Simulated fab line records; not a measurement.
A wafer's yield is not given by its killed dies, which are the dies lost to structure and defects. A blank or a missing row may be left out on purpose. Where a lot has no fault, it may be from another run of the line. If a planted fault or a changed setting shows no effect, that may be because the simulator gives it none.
fab line records    flow gf180mcu
record lots=13  wafers=39  last_day=34
route steps=602 shown STI@25 MVPSD@86 POLY_GATE@168 SALICIDE@286
lots that met no fault: from a run of the same line without faults
start_h: hours from the record's opening day to when the first of the lot's shown wafers began    wait_h: how many hours have passed since the lot's step before this one    " as in the row above    L1.1+2: one row covering several wafers at once    - value missing, or start not given    * or withheld: withheld    < > ~ a bound
route shown NAME@n: a module of which the file shows steps, and the number in the route of the first    usual: mean/standard deviation of fault-free wafers    same: alike in all rows    chamber/n: place in a boat    sites: each site's reading    _std_site: the values' standard deviation    _edge_site: inner sites' mean taken away from outer sites' mean    radius_mm: for every site, how far away it sits from the centre of the wafer    mask NAME#n: copy n    behind: the last tool/chamber to shape the wafer    hold: cause of the lot's hold/its duration in hours/its outcome    device: the n, p or np transistor that did not switch    end of line: tests of these same wafers at the route's end    step lacking rows: just its recipe    killed: dies that structure and defects cost at the first sort, which is not the same as the wafer's yield    map: a wafer's dies, marking killed ones x, the rest . and places with no die _
set.NAME: the run value of the setting; set.NAME@STEP: its run value at that earlier step    model.NAME: the simulator's own value behind a step, which no gauge read
one table for each step of the route and one row for each wafer, over a sample of lots
services: the hour from which a tool's chamber was out of use, counted from the record's first day as start_h (under 0 if before that day), plus the number of hours and why
## steps
# step GF_STI_THK_MEAS_24
# recipe reads=SiO2_of_STI_CVD_23
# usual STI_CVD_23_THK=652/7.8
lot.wafer  tool           chamber  start_h  wait_h  STI_CVD_23_THK[nm]
L874.1     film_metro-02  -        27.78    0.0     649
L874.4     "              -        "        "       656
L874.6     "              -        "        "       657
L875.1     film_metro-04  -        32.90    0.0     663
L875.2     "              -        "        "       661
L875.4     "              -        "        "       659
L878.1     film_metro-04  -        48.60    0.0     643
L878.4     "              -        "        "       650
L878.5     "              -        "        "       643
L879.1     film_metro-03  -        53.95    0.0     641
L879.2     "              -        "        "       668
L879.3     "              -        "        "       651
L882.2     film_metro-02  -        68.99    0.0     652
L882.4     "              -        "        "       658
L882.6     "              -        "        "       654
L883.1     film_metro-04  -        73.00    0.0     662
L883.2     "              -        "        "       649
L883.3     "              -        "        "       648
L884.1     film_metro-04  -        80.45    0.0     645
L884.5     "              -        "        "       651
L884.6     "              -        "        "       653
L885.1     film_metro-04  -        84.49    0.0     651
L885.3     "              -        "        "       655
L885.5     "              -        "        "       658
L886.3     film_metro-02  -        88.61    0.1     648
L886.5     "              -        "        "       657
L886.6     "              -        "        "       652
L889.1     film_metro-03  -        104.80   0.0     630
L889.3     "              -        "        "       646
L889.5     "              -        "        "       653
L890.3     film_metro-03  -        110.21   0.1     661
L890.4     "              -        "        "       654
L890.5     "              -        "        "       653
L896.1     film_metro-04  -        142.39   0.0     647
L896.3     "              -        "        "       649
L896.4     "              -        "        "       649
L897.2     film_metro-02  -        146.45   0.0     656
L897.3     "              -        "        "       653
L897.5     "              -        "        "       658
# step GF_MVPSD_IMPLANT_08
# recipe species=B  energy_kev=170  dose_cm2=1.5e+13  tilt_deg=0
# usual dose_ions_cm2=1.5e+13/1.5e+10  faraday_current_uA=84.2/1.6
lot.wafer  tool          chamber  start_h  wait_h  dose_ions_cm2  faraday_current_uA
L874.1     implanter-01  0        96.33    0.0     1.4978e+13     83.7
L874.4     "             0        "        "       1.4986e+13     84.9
L874.6     "             0        "        "       1.5028e+13     84.5
L875.1     implanter-02  0        102.73   0.0     1.4977e+13     82.9
L875.2     "             0        "        "       1.4985e+13     82.1
L875.4     "             0        "        "       1.4981e+13     84.1
L878.1     implanter-04  0        121.83   0.0     1.5017e+13     84.2
L878.4     "             0        "        "       1.5008e+13     87.4
L878.5     "             0        "        "       1.5001e+13     85.4
L879.1     implanter-01  0        127.98   0.0     1.5013e+13     84.6
L879.2     "             0        "        "       1.5015e+13     82.7
L879.3     "             0        "        "       1.5006e+13     83.6
L882.2     implanter-02  0        143.26   0.0     1.5001e+13     80.9
L882.4     "             0        "        "       1.4988e+13     85.8
L882.6     "             0        "        "       1.4999e+13     83.0
L883.1     implanter-04  0        148.07   0.0     1.5031e+13     81.8
L883.2     "             0        "        "       1.501e+13      85.3
L883.3     "             0        "        "       1.5006e+13     81.9
L884.1     implanter-01  0        157.19   0.0     1.5015e+13     85.1
L884.5     "             0        "        "       1.502e+13      83.6
L884.6     "             0        "        "       1.4979e+13     81.0
L885.1     implanter-01  0        162.17   0.0     1.4995e+13     82.3
L885.3     "             0        "        "       1.5009e+13     81.4
L885.5     "             0        "        "       1.4985e+13     82.5
L886.3     implanter-01  0        166.03   0.1     1.0769e+13     60.9
L886.5     "             0        "        "       1.0769e+13     62.0
L886.6     "             0        "        "       1.0755e+13     59.4
L889.1     implanter-02  0        184.48   0.0     1.5018e+13     83.6
L889.3     "             0        "        "       1.5002e+13     83.2
L889.5     "             0        "        "       1.4983e+13     87.4
L890.3     implanter-01  0        192.08   0.1     1.0764e+13     60.1
L890.4     "             0        "        "       1.0753e+13     60.6
L890.5     "             0        "        "       1.0747e+13     61.2
L896.1     implanter-02  0        226.03   0.0     1.4992e+13     86.0
L896.3     "             0        "        "       1.4999e+13     84.2
L896.4     "             0        "        "       1.4989e+13     84.3
L897.2     implanter-04  0        233.40   0.0     1.4998e+13     82.5
L897.3     "             0        "        "       1.5022e+13     83.7
L897.5     "             0        "        "       1.499e+13      87.4
# step GF_MVPSD_TW_MEAS_11
# usual MVPSD_TW=551/3.9
lot.wafer  tool           chamber  start_h  wait_h  MVPSD_TW
L874.1     film_metro-03  -        96.73    0.1     551
L874.4     "              -        "        "       552
L874.6     "              -        "        "       551
L875.1     film_metro-01  -        103.13   0.1     555
L875.2     "              -        "        "       555
L875.4     "              -        "        "       555
L878.1     film_metro-01  -        122.23   0.1     555
L878.4     "              -        "        "       552
L878.5     "              -        "        "       555
L879.1     film_metro-02  -        128.38   0.1     547
L879.2     "              -        "        "       547
L879.3     "              -        "        "       547
L882.2     film_metro-01  -        143.65   0.1     555
L882.4     "              -        "        "       556
L882.6     "              -        "        "       553
L883.1     film_metro-02  -        148.47   0.1     547
L883.2     "              -        "        "       543
L883.3     "              -        "        "       548
L884.1     film_metro-02  -        157.59   0.1     546
L884.5     "              -        "        "       545
L884.6     "              -        "        "       550
L885.1     film_metro-01  -        162.57   0.1     554
L885.3     "              -        "        "       554
L885.5     "              -        "        "       553
L886.3     film_metro-01  -        166.40   0.1     511
L886.5     "              -        "        "       510
L886.6     "              -        "        "       510
L889.1     film_metro-02  -        184.88   0.1     544
L889.3     "              -        "        "       543
L889.5     "              -        "        "       544
L890.3     film_metro-01  -        192.45   0.1     510
L890.4     "              -        "        "       508
L890.5     "              -        "        "       508
L896.1     film_metro-01  -        226.43   0.1     558
L896.3     "              -        "        "       557
L896.4     "              -        "        "       553
L897.2     film_metro-01  -        233.78   0.1     556
L897.3     "              -        "        "       554
L897.5     "              -        "        "       554
# step GF_VT_IMPLANT_RS_MEAS_49
# recipe thk_meas_gauge=four-point-probe
# usual MVPSD_RS=1169/3.1
lot.wafer  tool           chamber  start_h  wait_h  MVPSD_RS[ohm/sq]
L874.1     film_metro-01  -        157.06   0.1     1172
L874.4     "              -        "        "       1168
L874.6     "              -        "        "       1171
L875.1     film_metro-01  -        164.21   0.1     1174
L875.2     "              -        "        "       1173
L875.4     "              -        "        "       1173
L878.1     film_metro-02  -        185.60   0.1     1170
L878.4     "              -        "        "       1170
L878.5     "              -        "        "       1169
L879.1     film_metro-01  -        193.15   0.1     1167
L879.2     "              -        "        "       1163
L879.3     "              -        "        "       1164
L882.2     film_metro-02  -        209.37   0.1     1172
L882.4     "              -        "        "       1170
L882.6     "              -        "        "       1172
L883.1     film_metro-02  -        214.91   0.1     1172
L883.2     "              -        "        "       1172
L883.3     "              -        "        "       1172
L884.1     film_metro-01  -        224.47   0.1     1171
L884.5     "              -        "        "       1167
L884.6     "              -        "        "       1168
L885.1     film_metro-02  -        229.48   0.1     1171
L885.3     "              -        "        "       1169
L885.5     "              -        "        "       1173
L886.3     film_metro-02  -        234.44   0.1     1373
L886.5     "              -        "        "       1372
L886.6     "              -        "        "       1375
L889.1     film_metro-03  -        253.00   0.1     1167
L889.3     "              -        "        "       1167
L889.5     "              -        "        "       1167
L890.3     film_metro-01  -        260.70   0.1     1375
L890.4     "              -        "        "       1372
L890.5     "              -        "        "       1372
L896.1     film_metro-01  -        299.62   0.1     1166
L896.3     "              -        "        "       1161
L896.4     "              -        "        "       1168
L897.2     film_metro-02  -        307.38   0.1     1168
L897.3     "              -        "        "       1168
L897.5     "              -        "        "       1168
# step GF_POLY_GATE_OVL_MEAS_11
# usual POLY_GATE_OVL=-5/5.6
lot.wafer  tool        chamber  start_h  wait_h  POLY_GATE_OVL[nm]
L874.1     overlay-01  -        195.97   0.1     2
L874.4     "           -        "        "       5
L874.6     "           -        "        "       -5
L875.1     overlay-02  -        203.12   0.1     -8
L875.2     "           -        "        "       -7
L875.4     "           -        "        "       -15
L878.1     overlay-01  -        231.81   0.1     -3
L878.4     "           -        "        "       -3
L878.5     "           -        "        "       -8
L879.1     overlay-01  -        240.86   0.1     -5
L879.2     "           -        "        "       -12
L879.3     "           -        "        "       -9
L882.2     overlay-02  -        253.21   0.1     5
L882.4     "           -        "        "       -2
L882.6     "           -        "        "       2
L883.1     overlay-01  -        263.76   0.1     -14
L883.2     "           -        "        "       -6
L883.3     "           -        "        "       -11
L884.1     overlay-01  -        283.83   0.1     -7
L884.5     "           -        "        "       -5
L884.6     "           -        "        "       0
L886.3     overlay-01  -        284.19   0.1     7
L886.5     "           -        "        "       5
L886.6     "           -        "        "       -5
L885.1     overlay-02  -        285.72   0.1     -9
L885.3     "           -        "        "       -11
L885.5     "           -        "        "       -13
L889.1     overlay-02  -        312.72   0.1     -10
L889.3     "           -        "        "       -15
L889.5     "           -        "        "       -15
L890.3     overlay-01  -        313.49   0.1     2
L890.4     "           -        "        "       -13
L890.5     "           -        "        "       4
L896.1     overlay-01  -        348.16   0.1     -8
L896.3     "           -        "        "       -8
L896.4     "           -        "        "       3
L897.2     overlay-01  -        355.27   0.1     -12
L897.3     "           -        "        "       -3
L897.5     "           -        "        "       -5
# step GF_SALICIDE_RTA_08
# recipe temp_c=800  time_s=30  ambient=N2
# usual lamp_power_pct=13.4/0.73  wafer_temp_C_max=804.9/1.1
lot.wafer  tool           chamber  start_h  wait_h  lamp_power_pct  wafer_temp_C_max
L874.1     rtp_anneal-02  0        338.45   0.0     12.7            807.3
L874.4     "              0        "        "       12.7            806.0
L874.6     "              0        "        "       12.7            805.2
L875.1     rtp_anneal-01  0        347.79   0.0     14.2            803.6
L875.2     "              0        "        "       14.2            805.1
L875.4     "              0        "        "       14.2            802.6
L878.1     rtp_anneal-01  0        380.20   0.0     14.2            804.4
L878.4     "              0        "        "       14.2            803.8
L878.5     "              0        "        "       14.2            804.6
L879.1     rtp_anneal-02  0        393.73   0.0     12.7            804.7
L879.2     "              0        "        "       12.7            805.4
L879.3     "              0        "        "       12.7            804.3
L883.1     rtp_anneal-02  0        426.19   0.0     12.7            805.1
L883.2     "              0        "        "       12.7            804.9
L883.3     "              0        "        "       12.7            803.7
L882.2     rtp_anneal-02  0        426.81   0.0     12.7            804.6
L882.4     "              0        "        "       12.7            804.5
L882.6     "              0        "        "       12.7            805.9
L884.1     rtp_anneal-02  0        445.98   0.0     12.7            804.5
L884.5     "              0        "        "       12.7            806.3
L884.6     "              0        "        "       12.7            806.3
L885.1     rtp_anneal-01  0        449.33   0.0     14.2            803.8
L885.3     "              0        "        "       14.2            803.3
L885.5     "              0        "        "       14.2            804.0
L886.3     rtp_anneal-02  0        449.50   0.0     12.7            806.2
L886.5     "              0        "        "       12.7            804.9
L886.6     "              0        "        "       12.7            806.8
L889.1     rtp_anneal-01  0        481.89   0.0     14.2            803.2
L889.3     "              0        "        "       14.2            804.1
L889.5     "              0        "        "       14.2            805.2
L890.3     rtp_anneal-01  0        482.43   0.0     14.2            803.9
L890.4     "              0        "        "       14.2            805.1
L890.5     "              0        "        "       14.1            804.3
L896.1     rtp_anneal-01  0        517.41   0.0     14.2            804.3
L896.3     "              0        "        "       14.1            804.8
L896.4     "              0        "        "       14.2            804.2
L897.2     rtp_anneal-01  0        526.77   0.0     14.2            804.3
L897.3     "              0        "        "       14.2            805.6
L897.5     "              0        "        "       14.2            804.6
## services
tool           chamber  start_h  hours  kind
implanter-01   -        105.19   1.4    repair
implanter-04   -        138.18   2.0    repair
implanter-01   -        172.35   3.1    repair
implanter-01   -        175.45   3.1    repair
implanter-04   -        239.04   1.6    repair
implanter-01   -        248.84   2.0    repair
implanter-02   -        276.49   5.4    pm
implanter-04   -        341.18   2.9    pm
implanter-04   -        362.96   3.5    repair
rtp_anneal-01  -        389.81   4.5    pm
implanter-01   -        404.53   2.8    repair
implanter-02   -        407.80   2.3    repair
implanter-01   -        419.73   1.5    repair
implanter-02   -        422.91   3.8    repair
implanter-01   -        437.45   3.5    repair
implanter-04   -        452.54   10.3   pm
rtp_anneal-02  -        480.94   5.1    pm
implanter-02   -        481.78   2.8    repair
implanter-01   -        493.38   4.6    pm
implanter-02   -        524.18   2.7    repair
## key
first_sign step=GF_MVPSD_IMPLANT_08  reading=dose_ions_cm2  direction=down  sigmas=99+  usual=1.5e+13  struck=1.0759e+13
effect step=GF_MVPSD_IMPLANT_08  reading=faraday_current_uA  direction=down  sigmas=14  usual=84.2  struck=60.7
effect step=GF_MVPSD_TW_MEAS_11  reading=MVPSD_TW  direction=down  sigmas=11  usual=551  struck=509
effect step=GF_VT_IMPLANT_RS_MEAS_49  reading=MVPSD_RS  direction=up  sigmas=65  usual=1169  struck=1373
met_at GF_MVPSD_IMPLANT_08
struck_lots L886,L890
tester_left_out L886,L890
not_acting_at GF_STI_THK_MEAS_24,GF_POLY_GATE_OVL_MEAS_11,GF_SALICIDE_RTA_08
onset_between 162.17 166.03
fault kind=process_parameter_drift  tool=implanter-01  chamber=-  onset_h=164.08  steps=GF_MVPSD_IMPLANT_08  channel=dose_cm2  offset=-4.2425e+12  shape=step  end_h=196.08  acts_in=these_recipes_only  stated=1.5e+13
# tester_left_out: of these lots the tester's yield and bins aren't shown, on N5 and GAA mostly nor the transistor test; their killed dies are dies lost to structure and defects alone, not to doping, threshold or leakage, so they don't give the yield
